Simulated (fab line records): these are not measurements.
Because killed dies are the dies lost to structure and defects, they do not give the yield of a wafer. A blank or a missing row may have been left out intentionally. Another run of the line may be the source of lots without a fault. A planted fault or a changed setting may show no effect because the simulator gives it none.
Which tool did it?	flow sky130	72 wafers from 24 lots sampled at 5 of the route's 708 steps

== WHAT THE GAUGES SHOWED, per wafer ==
SKY_SD_N_TW_MEAS_12.
lot	measured	on	SD_N_TW
L074	day 27 22:29	film_metro-01	4040 4046 4038
L076	day 28 10:54	film_metro-02	3979 3969 3980
L075	day 28 11:05	film_metro-03	3953 3936 3928
L077	day 28 22:49	film_metro-03	3947 3935 3940
L078	day 29 12:02	film_metro-01	3984 3979 3985
L079	day 29 15:35	film_metro-01	4029 4003 4012
L080	day 29 18:29	film_metro-01	3990 4003 3986
L081	day 30 02:55	film_metro-03	3941 3932 3926
L082	day 30 14:58	film_metro-01	3997 4006 4015
L083	day 31 00:07	film_metro-01	3963 3960 3959
L084	day 31 07:02	film_metro-03	3963 3973 3985
L085	day 31 14:40	film_metro-03	3946 3957 3947
L086	day 32 01:47	film_metro-01	3971 3993 3974
L087	day 32 06:53	film_metro-02	3986 3958 3943
L088	day 32 18:17	film_metro-02	3974 3983 3984
L089	day 33 16:03	film_metro-01	4066 4044 4051
L090	day 33 20:04	film_metro-01	4008 4028 4044
L092	day 34 01:34	film_metro-01	3986 3980 3974
L091	day 34 19:05	film_metro-03	3941 3960 3958
L094	day 34 19:28	film_metro-02	3975 3983 3981
L093	day 34 19:49	film_metro-01	3992 3996 3966
L096	day 35 01:49	film_metro-03	3967 3959 3964
L095	day 35 02:07	film_metro-03	3956 3922 3971
L097	day 35 09:28	film_metro-02	3935 3929 3942

SKY_LI_CONTACT_BOW_MEAS_03.
lot	measured	on	LI_CONTACT_BOW (um)
L074	day 27 23:36	film_metro-02	70 62 56
L076	day 28 12:59	film_metro-01	53 48 57
L075	day 28 13:08	film_metro-02	52 49 53
L077	day 29 00:15	film_metro-01	58 60 67
L078	day 29 13:11	film_metro-01	53 46 67
L079	day 29 16:44	film_metro-01	60 61 55
L080	day 29 19:37	film_metro-01	59 75 60
L081	day 30 04:05	film_metro-03	50 56 60
L082	day 30 19:37	film_metro-03	58 57 54
L083	day 31 01:20	film_metro-01	57 61 55
L084	day 31 08:10	film_metro-02	66 48 56
L085	day 31 15:47	film_metro-03	57 63 51
L086	day 32 03:02	film_metro-03	49 57 54
L087	day 32 08:02	film_metro-03	55 70 69
L088	day 32 19:25	film_metro-03	60 50 57
L089	day 33 17:13	film_metro-02	56 65 70
L090	day 33 21:13	film_metro-02	56 52 50
L092	day 34 02:41	film_metro-03	53 44 59
L091	day 34 20:20	film_metro-01	54 59 67
L094	day 34 20:41	film_metro-03	60 55 59
L093	day 34 21:00	film_metro-02	59 54 49
L096	day 35 02:58	film_metro-03	66 58 55
L095	day 35 03:19	film_metro-01	50 46 43
L097	day 35 10:35	film_metro-03	66 54 55

SKY_CONTACT_THK_MEAS_03.
lot	measured	on	CONTACT_HDPCVD_THK (nm)
L074	day 30 11:07	film_metro-01	564 565 559
L076	day 30 23:40	film_metro-04	564 565 559
L075	day 30 23:50	film_metro-04	572 571 570
L077	day 31 07:19	film_metro-04	572 572 575
L078	day 32 00:40	film_metro-04	574 575 567
L079	day 32 01:59	film_metro-01	568 567 574
L080	day 32 06:23	film_metro-04	566 562 568
L081	day 32 10:30	film_metro-01	567 571 557
L082	day 33 04:03	film_metro-03	570 577 569
L083	day 33 10:28	film_metro-04	562 563 559
L084	day 33 15:23	film_metro-01	575 573 577
L085	day 33 23:51	film_metro-03	558 557 550
L086	day 34 10:19	film_metro-04	576 577 576
L087	day 34 16:24	film_metro-01	569 563 570
L088	day 35 02:20	film_metro-04	563 564 560
L089	day 36 00:30	film_metro-03	562 569 565
L090	day 36 04:21	film_metro-03	580 578 572
L092	day 36 10:28	film_metro-03	562 558 553
L091	day 37 02:31	film_metro-01	562 567 574
L094	day 37 03:50	film_metro-01	563 558 564
L093	day 37 03:52	film_metro-03	568 571 559
L096	day 37 09:41	film_metro-03	561 558 566
L095	day 37 10:26	film_metro-04	569 569 564
L097	day 37 15:46	film_metro-01	573 576 564

SKY_CONTACT_OVL_MEAS_15.
lot	measured	on	CONTACT_OVL (nm)
L074	day 31 20:55	overlay-01	1 10 2
L076	day 32 03:34	overlay-01	-6 4 2
L075	day 32 04:22	overlay-02	-5 -4 -2
L077	day 32 10:13	overlay-02	8 3 5
L078	day 33 04:10	overlay-01	6 4 1
L079	day 33 05:34	overlay-02	6 -1 3
L080	day 33 09:49	overlay-02	4 6 5
L081	day 33 13:19	overlay-02	7 9 7
L082	day 34 06:49	overlay-01	3 11 11
L083	day 34 12:58	overlay-01	7 6 -1
L084	day 34 17:55	overlay-01	4 3 4
L085	day 35 02:28	overlay-01	-10 -7 -3
L086	day 35 13:49	overlay-02	4 -2 4
L087	day 35 19:16	overlay-01	10 12 4
L088	day 36 05:14	overlay-02	10 6 11
L089	day 37 03:14	overlay-01	3 13 8
L090	day 37 06:58	overlay-01	6 11 10
L092	day 37 13:16	overlay-01	7 -2 6
L091	day 38 05:14	overlay-01	-4 -4 -4
L094	day 38 06:01	overlay-02	9 7 5
L093	day 38 06:23	overlay-02	1 11 2
L096	day 38 12:01	overlay-02	-3 5 -5
L095	day 38 12:31	overlay-02	5 9 0
L097	day 38 17:46	overlay-01	3 12 3

SKY_CONTACT_THK_MEAS_26: measures by xrf.
lot	measured	on	CONTACT_W_THK (nm)
L074	day 31 21:58	film_metro-03	336 339 337
L076	day 32 04:38	film_metro-03	335 331 343
L075	day 32 05:26	film_metro-01	330 329 328
L077	day 32 11:17	film_metro-01	335 330 334
L078	day 33 05:18	film_metro-04	338 338 335
L079	day 33 06:38	film_metro-04	343 343 340
L080	day 33 10:52	film_metro-01	337 332 331
L081	day 33 14:28	film_metro-04	338 340 335
L082	day 34 07:53	film_metro-01	332 333 338
L083	day 34 14:01	film_metro-03	335 333 338
L084	day 34 18:58	film_metro-01	330 332 329
L085	day 35 03:32	film_metro-04	338 336 336
L086	day 35 14:53	film_metro-01	338 332 337
L087	day 35 20:19	film_metro-03	336 335 332
L088	day 36 06:22	film_metro-01	335 333 331
L089	day 37 04:19	film_metro-01	333 333 331
L090	day 37 08:02	film_metro-04	337 338 338
L092	day 37 14:19	film_metro-01	331 332 332
L091	day 38 06:17	film_metro-04	334 338 336
L094	day 38 07:05	film_metro-03	327 327 328
L093	day 38 07:26	film_metro-04	332 335 333
L096	day 38 13:05	film_metro-04	335 330 336
L095	day 38 13:34	film_metro-04	336 332 341
L097	day 38 18:49	film_metro-01	332 333 333

== WHAT TOOL EACH LOT RAN ON (gives the tool, then ch and the chambers of the sampled wafers, and finally the start) ==
There is no process step in the record ahead of these readings.

== AS READ BY THE TOOLS THEMSELVES (means over the sampled wafers that have a number; for cases with no such wafer, the mark the record gives instead) ==
The record holds no such reading with a usual standard deviation.

== THE ANSWER, worked out from the rows above alone ==
Rule: the usual values come from the lots themselves. Put in order of their means at a reading, lots are off if they are a third of the lots or fewer, leave a main group of 4 or more, and stand apart from it by a gap of 3 or more times the standard deviation of the main group's means; of several such gaps the widest counts. A main group is skipped when, at the precision printed for the reading in the tables above, its means are all equal. Also off: a lot with no number at a reading for which 4 or more lots have one. Any other lot the step has rows for is counted as sound. After the gauges, taken in route order, come the tools' own readings; for these a lot's mean is taken, as printed above. The first step at which some lot is off is used, and at that step the reading that is off furthest; a lot without a number counts as furthest.
Nothing can be told from this: no lot is off at any reading shown.

== WHAT THE SIMULATOR HAD PUT IN ==
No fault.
